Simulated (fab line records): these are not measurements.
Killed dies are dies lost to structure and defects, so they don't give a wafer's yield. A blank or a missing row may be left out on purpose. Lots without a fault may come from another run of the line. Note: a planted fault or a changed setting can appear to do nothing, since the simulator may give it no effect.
The tool behind it: which one? || flow gf180mcu || 13 lots with 39 wafers sampled at 5 steps, on a route of 602 steps

WHAT EACH GAUGE READ, for each wafer
GF_MVSD_OVL_MEAS_07. Usual: MVSD_OVL gives -0.3 nm (standard deviation 1.4).
{"lot": "L614", "measured": "day 4 10:00", "on": "overlay-01", "MVSD_OVL (nm)": "-1.0 0.2 -0.8", "flag": ""}
{"lot": "L616", "measured": "day 4 21:17", "on": "overlay-01", "MVSD_OVL (nm)": "-2.7 -2.0 -0.8", "flag": ""}
{"lot": "L617", "measured": "day 5 03:58", "on": "overlay-02", "MVSD_OVL (nm)": "1.3 2.4 1.5", "flag": ""}
{"lot": "L619", "measured": "day 5 16:08", "on": "overlay-01", "MVSD_OVL (nm)": "-2.0 -1.0 -0.5", "flag": ""}
{"lot": "L620", "measured": "day 5 20:25", "on": "overlay-01", "MVSD_OVL (nm)": "-3.2 -0.7 -2.1", "flag": ""}
{"lot": "L621", "measured": "day 6 02:44", "on": "overlay-02", "MVSD_OVL (nm)": "0.0 -0.3 0.4", "flag": ""}
{"lot": "L622", "measured": "day 6 08:14", "on": "overlay-01", "MVSD_OVL (nm)": "-0.8 0.0 1.8", "flag": ""}
{"lot": "L623", "measured": "day 6 15:07", "on": "overlay-01", "MVSD_OVL (nm)": "0.5 -0.7 0.7", "flag": ""}
{"lot": "L624", "measured": "day 6 20:29", "on": "overlay-01", "MVSD_OVL (nm)": "-1.9 -3.5 -2.3", "flag": ""}
{"lot": "L625", "measured": "day 7 00:50", "on": "overlay-01", "MVSD_OVL (nm)": "-1.7 -0.8 1.2", "flag": ""}
{"lot": "L633", "measured": "day 8 23:10", "on": "overlay-02", "MVSD_OVL (nm)": "- - -", "flag": "OFF"}
{"lot": "L635", "measured": "day 9 12:28", "on": "overlay-01", "MVSD_OVL (nm)": "-0.4 -0.5 -0.8", "flag": ""}
{"lot": "L637", "measured": "day 9 21:06", "on": "overlay-01", "MVSD_OVL (nm)": "-0.6 -2.0 -1.8", "flag": ""}

GF_MVSD_TW_MEAS_11. Usual: MVSD_TW gives 1567 (standard deviation 8).
{"lot": "L614", "measured": "day 4 10:26", "on": "filmMetro-01", "MVSD_TW": "1562 1561 1554", "flag": ""}
{"lot": "L616", "measured": "day 4 21:43", "on": "filmMetro-01", "MVSD_TW": "1560 1559 1560", "flag": ""}
{"lot": "L617", "measured": "day 5 04:23", "on": "filmMetro-01", "MVSD_TW": "1555 1543 1548", "flag": ""}
{"lot": "L619", "measured": "day 5 16:34", "on": "filmMetro-01", "MVSD_TW": "1561 1566 1559", "flag": ""}
{"lot": "L620", "measured": "day 5 20:52", "on": "filmMetro-02", "MVSD_TW": "1571 1569 1571", "flag": ""}
{"lot": "L621", "measured": "day 6 03:10", "on": "filmMetro-01", "MVSD_TW": "1570 1572 1575", "flag": ""}
{"lot": "L622", "measured": "day 6 08:40", "on": "filmMetro-04", "MVSD_TW": "1578 1585 1576", "flag": ""}
{"lot": "L623", "measured": "day 6 15:34", "on": "filmMetro-04", "MVSD_TW": "1579 1578 1574", "flag": ""}
{"lot": "L624", "measured": "day 6 20:55", "on": "filmMetro-02", "MVSD_TW": "1561 1560 1566", "flag": ""}
{"lot": "L625", "measured": "day 7 01:17", "on": "filmMetro-04", "MVSD_TW": "1579 1572 1577", "flag": ""}
{"lot": "L633", "measured": "day 8 23:37", "on": "filmMetro-04", "MVSD_TW": "30 30 30", "flag": "OFF"}
{"lot": "L635", "measured": "day 9 12:55", "on": "filmMetro-02", "MVSD_TW": "1573 1562 1575", "flag": ""}
{"lot": "L637", "measured": "day 9 21:33", "on": "filmMetro-01", "MVSD_TW": "1561 1561 1552", "flag": ""}

GF_CONTACT_CD_MEAS_14: the cd target is 220 nm. Usual: cdNm at 220.2 nm, with a standard deviation of 1.2.
{"lot": "L614", "measured": "day 16 07:55", "on": "cdSem-02", "cdNm (nm)": "221.5 221.5 220.6", "flag": ""}
{"lot": "L616", "measured": "day 17 10:32", "on": "cdSem-02", "cdNm (nm)": "218.9 219.4 218.2", "flag": ""}
{"lot": "L617", "measured": "day 17 22:05", "on": "cdSem-01", "cdNm (nm)": "219.2 219.6 220.5", "flag": ""}
{"lot": "L619", "measured": "day 18 03:41", "on": "cdSem-02", "cdNm (nm)": "220.8 220.1 219.6", "flag": ""}
{"lot": "L620", "measured": "day 18 15:37", "on": "cdSem-02", "cdNm (nm)": "220.6 221.5 220.8", "flag": ""}
{"lot": "L621", "measured": "day 19 02:20", "on": "cdSem-02", "cdNm (nm)": "219.3 221.8 221.6", "flag": ""}
{"lot": "L622", "measured": "day 19 01:47", "on": "cdSem-02", "cdNm (nm)": "219.1 220.2 221.5", "flag": ""}
{"lot": "L623", "measured": "day 19 22:34", "on": "cdSem-01", "cdNm (nm)": "222.8 221.6 220.6", "flag": ""}
{"lot": "L624", "measured": "day 19 21:32", "on": "cdSem-02", "cdNm (nm)": "221.5 220.4 221.1", "flag": ""}
{"lot": "L625", "measured": "day 20 08:12", "on": "cdSem-01", "cdNm (nm)": "219.4 218.6 220.0", "flag": ""}
{"lot": "L633", "measured": "day 23 01:48", "on": "cdSem-01", "cdNm (nm)": "219.7 218.3 219.2", "flag": ""}
{"lot": "L635", "measured": "day 23 09:22", "on": "cdSem-02", "cdNm (nm)": "221.4 221.2 221.0", "flag": ""}
{"lot": "L637", "measured": "day 23 16:23", "on": "cdSem-01", "cdNm (nm)": "219.8 219.7 220.1", "flag": ""}

EACH LOT AND THE TOOL THAT RAN IT (in order: tool; ch and the chambers of the sampled wafers; start)
{"lot": "L614", "GF_MVSD_EXPOSE_04": "ilineStepper-02 ch 0, day 4 03:15", "GF_SALICIDE_RTA_06": "rtpAnneal-01 ch 0, day 15 08:59"}
{"lot": "L616", "GF_MVSD_EXPOSE_04": "ilineStepper-01 ch 0, day 4 14:34", "GF_SALICIDE_RTA_06": "rtpAnneal-01 ch 0, day 16 10:44"}
{"lot": "L617", "GF_MVSD_EXPOSE_04": "ilineStepper-02 ch 0, day 4 21:04", "GF_SALICIDE_RTA_06": "rtpAnneal-02 ch 0, day 16 22:22"}
{"lot": "L619", "GF_MVSD_EXPOSE_04": "ilineStepper-01 ch 0, day 5 08:26", "GF_SALICIDE_RTA_06": "rtpAnneal-01 ch 0, day 17 03:52"}
{"lot": "L620", "GF_MVSD_EXPOSE_04": "ilineStepper-02 ch 0, day 5 12:57", "GF_SALICIDE_RTA_06": "rtpAnneal-01 ch 0, day 17 14:51"}
{"lot": "L621", "GF_MVSD_EXPOSE_04": "ilineStepper-01 ch 0, day 5 19:40", "GF_SALICIDE_RTA_06": "rtpAnneal-02 ch 0, day 18 01:14"}
{"lot": "L622", "GF_MVSD_EXPOSE_04": "ilineStepper-02 ch 0, day 6 00:56", "GF_SALICIDE_RTA_06": "rtpAnneal-01 ch 0, day 18 01:04"}
{"lot": "L623", "GF_MVSD_EXPOSE_04": "ilineStepper-01 ch 0, day 6 08:03", "GF_SALICIDE_RTA_06": "rtpAnneal-01 ch 0, day 18 20:59"}
{"lot": "L624", "GF_MVSD_EXPOSE_04": "ilineStepper-01 ch 0, day 6 12:46", "GF_SALICIDE_RTA_06": "rtpAnneal-01 ch 0, day 18 20:16"}
{"lot": "L625", "GF_MVSD_EXPOSE_04": "ilineStepper-01 ch 0, day 6 17:27", "GF_SALICIDE_RTA_06": "rtpAnneal-02 ch 0, day 19 06:34"}
{"lot": "L633", "GF_MVSD_EXPOSE_04": "ilineStepper-01 ch 0, day 8 15:55", "GF_SALICIDE_RTA_06": "rtpAnneal-02 ch 0, day 22 01:07"}
{"lot": "L635", "GF_MVSD_EXPOSE_04": "ilineStepper-02 ch 0, day 9 04:32", "GF_SALICIDE_RTA_06": "rtpAnneal-01 ch 0, day 22 09:46"}
{"lot": "L637", "GF_MVSD_EXPOSE_04": "ilineStepper-01 ch 0, day 9 13:43", "GF_SALICIDE_RTA_06": "rtpAnneal-02 ch 0, day 22 16:32"}
- GF_MVSD_EXPOSE_04: exposes mask MVSD, target cd 1000 nm.
- GF_SALICIDE_RTA_06: time 30 s.

AS READ BY THE TOOLS THEMSELVES (means over the sampled wafers that have a number; for cases with no such wafer, the mark the record gives instead)
GF_SALICIDE_RTA_06. Usual: lampPowerPct 6.24 %, standard deviation 0.099; wafer_temp_C_max 532.4, standard deviation 0.5.
{"lot": "L614", "tool": "rtpAnneal-01", "lampPowerPct (%)": 6.15, "wafer_temp_C_max": 532.8, "flag": ""}
{"lot": "L616", "tool": "rtpAnneal-01", "lampPowerPct (%)": 6.14, "wafer_temp_C_max": 532.8, "flag": ""}
{"lot": "L617", "tool": "rtpAnneal-02", "lampPowerPct (%)": 6.34, "wafer_temp_C_max": 531.9, "flag": ""}
{"lot": "L619", "tool": "rtpAnneal-01", "lampPowerPct (%)": 6.14, "wafer_temp_C_max": 532.9, "flag": ""}
{"lot": "L620", "tool": "rtpAnneal-01", "lampPowerPct (%)": 6.15, "wafer_temp_C_max": 532.5, "flag": ""}
{"lot": "L621", "tool": "rtpAnneal-02", "lampPowerPct (%)": 6.34, "wafer_temp_C_max": 532.1, "flag": ""}
{"lot": "L622", "tool": "rtpAnneal-01", "lampPowerPct (%)": 6.14, "wafer_temp_C_max": 532.2, "flag": ""}
{"lot": "L623", "tool": "rtpAnneal-01", "lampPowerPct (%)": 6.14, "wafer_temp_C_max": 533.0, "flag": ""}
{"lot": "L624", "tool": "rtpAnneal-01", "lampPowerPct (%)": 6.14, "wafer_temp_C_max": 532.5, "flag": ""}
{"lot": "L625", "tool": "rtpAnneal-02", "lampPowerPct (%)": 6.34, "wafer_temp_C_max": 532.5, "flag": ""}
{"lot": "L633", "tool": "rtpAnneal-02", "lampPowerPct (%)": 6.35, "wafer_temp_C_max": 532.1, "flag": ""}
{"lot": "L635", "tool": "rtpAnneal-01", "lampPowerPct (%)": 6.15, "wafer_temp_C_max": 532.2, "flag": ""}
{"lot": "L637", "tool": "rtpAnneal-02", "lampPowerPct (%)": 6.34, "wafer_temp_C_max": 532.1, "flag": ""}

THE ANSWER, worked out from the rows above alone
Rule: a lot is off if the mean of its wafers that have a number lies more than 3 standard deviations from the usual mean. Also off: a lot with no number at a reading for which 4 or more lots have one. Where the step has rows for the other lots, those lots are counted as sound. The gauges are gone through in route order, then the tools' own readings, and for those a lot's mean is taken as printed above. The first step at which some lot is off is used, and at that step the reading that is off furthest; a lot without a number counts as furthest.
Off: L633, at GF_MVSD_OVL_MEAS_07 (MVSD_OVL). Without a number there: L633.
A tool fits if, at a process step before that reading, it ran every lot that is off, and no sound lot after the first of them. Not tried: the gauges at GF_MVSD_OVL_MEAS_07; whatever is off there is also off at GF_MVSD_TW_MEAS_11, on other tools, and gauge error can't account for it. Not one of the candidates tried fits.

WHAT HAD BEEN PUT IN BY THE SIMULATOR
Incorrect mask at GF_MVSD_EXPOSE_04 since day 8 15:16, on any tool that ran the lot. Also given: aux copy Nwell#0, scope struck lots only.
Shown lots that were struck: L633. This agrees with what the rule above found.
